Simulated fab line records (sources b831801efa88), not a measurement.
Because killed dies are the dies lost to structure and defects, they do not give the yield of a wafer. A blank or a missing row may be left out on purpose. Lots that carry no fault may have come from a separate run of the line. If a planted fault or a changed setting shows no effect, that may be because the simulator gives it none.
A struck lot beside a sound one -- flow sfqLine -- 14 steps out of a route of 325
Sound: wafers L666.3, L666.4, L666.6. Wafers L673.3, L673.5, L673.6 were the ones struck. The cause comes at the end.
At each step with rows: each side's tool, then ch and its chambers, then its first start. Under that, the readings that differ: sound wafers -- struck wafers -- difference of the means -- sigmas: that difference in standard deviations of wafers without a fault.
alike: readings whose means differ by less than 2 such deviations, and words and numbers that are the same on both sides. not compared: withheld readings, readings that some wafer has no value for, bounds like >300 that may hide the same value, and numbers for which the record gives no deviation and whose values overlap.
Wherever a step has rows on one side only, a row that says differs or no value, or a row with sigmas, the two part there. Numbers that don't overlap but have no deviation are shown without sigmas and don't part them. Lack of a reading on every wafer of one side parts them only where that side has two or more wafers.

SFQ_TRILAYER_M6_ETCH_METAL_ETCH_162: etches Nb in Cl2/Ar, stops on SiO2, target depth 240 nm, time 120 s.
  sound on rieMetal-02 ch 0,1, day 64 19:28; struck on rieMetal-01 ch 0,1, day 67 06:28
reading,sound,struck,difference,sigmas
drypumpMotorCurrentA (A),5.95 5.77 5.95,5.07 5.06 5.15,-0.80,-3
  alike: heBacksideLeakSccm, oesProductAu
  not compared: rfHoursCounterH
SFQ_TRILAYER_M6_STRIP_STRIP_163: strips in O2.
  sound on rieMetal-02 ch 0,1, day 64 19:45; struck on rieMetal-01 ch 0,1, day 67 06:45
reading,sound,struck,difference,sigmas
drypumpMotorCurrentA (A),5.93 5.77 5.93,5.06 5.07 5.15,-0.78,-3
  alike: heBacksideLeakSccm, oesProductAu
  not compared: rfHoursCounterH
then, 1 step without rows for these wafers: SFQ_TRILAYER_M6_STRIP_SOLV_CLEAN_164 (cleans in NMP, time 600 s).
SFQ_TRILAYER_I6_DEP_PECVD_165: deposits SiO2 from SiH4/N2O, time 111.11 s, target thk 500 nm.
  sound on pecvd-02 ch 0,1,2, day 64 20:20; struck on pecvd-03 ch 1,2, day 67 07:19
  alike: heaterPowerW, throttleValvePct
  not compared: sinceWetCleanH
SFQ_TRILAYER_I6_CMP_CMP_166: polishes SiO2.
  sound on cmp-02 ch 1,2, day 65 23:46; struck on cmp-01 ch 0,1,3, day 68 17:07
  alike: motorCurrentA, slurryFilterDpKPa, timeToEndpointS
SFQ_I6_BOW_MEAS_941:
  sound: filmMetro-02 at day 66 02:48; struck: filmMetro-01 at day 68 19:09
  alike: I6_BOW
SFQ_TRILAYER_I6_METRO_MEASURE_167:
  sound: filmMetro-02 at day 66 03:17; struck: filmMetro-01 at day 68 19:38
  alike: thkNm
then, 5 steps without rows for these wafers: SFQ_TRILAYER_I6_VIA_LITHO_COAT_174 (resist thk 62 nm); SFQ_TRILAYER_I6_VIA_LITHO_COAT_169 (resist thk 650 nm); SFQ_TRILAYER_I6_VIA_LITHO_SOFTBAKE_173; SFQ_TRILAYER_I6_VIA_LITHO_EXPOSE_170 (exposes mask I6, target cd 700 nm); SFQ_TRILAYER_I6_VIA_LITHO_PEB_172 (peb time 60 s).
SFQ_TRILAYER_I6_VIA_LITHO_DEVELOP_171: time 60 s.
  struck on lithoTrack-03, day 69 02:17; sound on lithoTrack-01 ch 0, day 66 06:14
  no value came back on the struck wafers for chillPlateTempC (C), exhaustPa (Pa); on the sound wafers chillPlateTempC (C) reads 23.17 23.17 23.29
reading,sound,struck,difference,sigmas
model.KrF_of_TRILAYER_I6_VIA_LITHO_COAT_169.thkNm (nm),624.9 623.8 624.6,648.9 647.4 650.3,+24.4,
SFQ_I6_OVL_MEAS_942:
  sound: overlay-02 at day 66 06:20; struck: overlay-01 at day 69 02:23
reading,sound,struck,difference,sigmas
I6_OVL (nm),-11 -13 -8,- - -,no value on the struck wafers,

## WHERE THEY PART
Earliest at SFQ_TRILAYER_M6_ETCH_METAL_ETCH_162; latest, in this record, at SFQ_I6_OVL_MEAS_942.

WHY: whatever the simulator had introduced
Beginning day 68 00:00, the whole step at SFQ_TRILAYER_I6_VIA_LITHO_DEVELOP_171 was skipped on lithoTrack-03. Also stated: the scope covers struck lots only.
